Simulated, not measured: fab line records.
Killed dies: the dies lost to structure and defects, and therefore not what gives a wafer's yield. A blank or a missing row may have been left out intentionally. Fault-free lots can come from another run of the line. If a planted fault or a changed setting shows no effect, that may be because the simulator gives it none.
Struck lot and sound lot, side by side / flow gf180mcu / 13 steps out of a route of 602
Sound: the wafers L674.1, L674.3, L674.6. Wafers struck: L663.1, L663.4, L663.6. Last of all comes the cause.
For every step that has rows: the tool of each side, followed by ch and its chambers, followed by its first start. Under that, the readings that differ: sound wafers / struck wafers / difference of the means / sigmas: that difference in standard deviations of wafers without a fault.
alike: a reading whose means differ by less than 2 such deviations, as well as words and numbers matching on both sides. not compared: withheld readings; readings where some wafer has no value; bounds like >300 that might hide an equal value; numbers whose values overlap and for which the record gives no deviation.
The two part at a step that has a row with sigmas, a row that says differs or no value, or rows on one side only. When numbers do not overlap yet have no deviation, they are printed without sigmas and do not part them. A reading that every wafer of one side lacks parts them only if that side has two wafers or more.

GF_STI_BOW_MEAS_00:
  sound on film-metro-01, day 4 23:00; struck on film-metro-01, day 2 16:00
  alike: INCOMING_BOW
then, 1 step without rows for these wafers: GF_STI_OXIDATION_01 (stabilise 600 s, purge 300 s, target thk 10 nm).
GF_STI_THK_MEAS_02:
  sound on film-metro-03, day 5 00:31; struck on film-metro-01, day 2 17:31
  alike: STI_OXIDATION_THK
then, 1 step without rows for these wafers: GF_STI_CVD_03 (deposits Si3N4 from DCS/NH3, target thk 207.16 nm, time 3551 s).
GF_STI_THK_MEAS_04:
  sound on film-metro-01, day 5 02:34; struck on film-metro-01, day 2 19:34
  alike: STI_CVD_03_THK
then, 6 steps without rows for these wafers: GF_STI_DEHYDRATE_05 (time 60 s); GF_STI_HMDS_06 (prime time 60 s); GF_STI_COAT_07 (resist thk 700 nm); GF_STI_SOFTBAKE_08 (time 60 s); GF_STI_EXPOSE_09 (exposes mask COMP, target cd 220 nm); GF_STI_PEB_10 (peb time 90 s).
GF_STI_DEVELOP_11: develop time 60 s.
  sound on litho-track-02 ch 0, day 5 16:37; struck on litho-track-01, day 3 08:09
  no value came back on the struck wafers for chill-plate-temp-C (C), develop-time-s (s), developer-temp-C (C); on the sound wafers chill-plate-temp-C (C) reads 22.74 23.07 22.94
reading=model.KrF_of_STI_COAT_07.thk-nm (nm); sound=685.2 686.9 685.5; struck=701.3 698.7 701.5; difference=+14.6; sigmas=
GF_STI_CD_MEAS_12: the cd target is 220 nm.
  sound on cd-sem-02, day 5 16:46; struck on cd-sem-01, day 3 08:18
reading=cd-nm (nm); sound=219.8 219.6 219.7; struck=- - -; difference=no value on the struck wafers; sigmas=

## WHERE THEY PART
Last at GF_STI_CD_MEAS_12 as far as this record goes, first at GF_STI_DEVELOP_11.

WHY: what had been put in by the simulator
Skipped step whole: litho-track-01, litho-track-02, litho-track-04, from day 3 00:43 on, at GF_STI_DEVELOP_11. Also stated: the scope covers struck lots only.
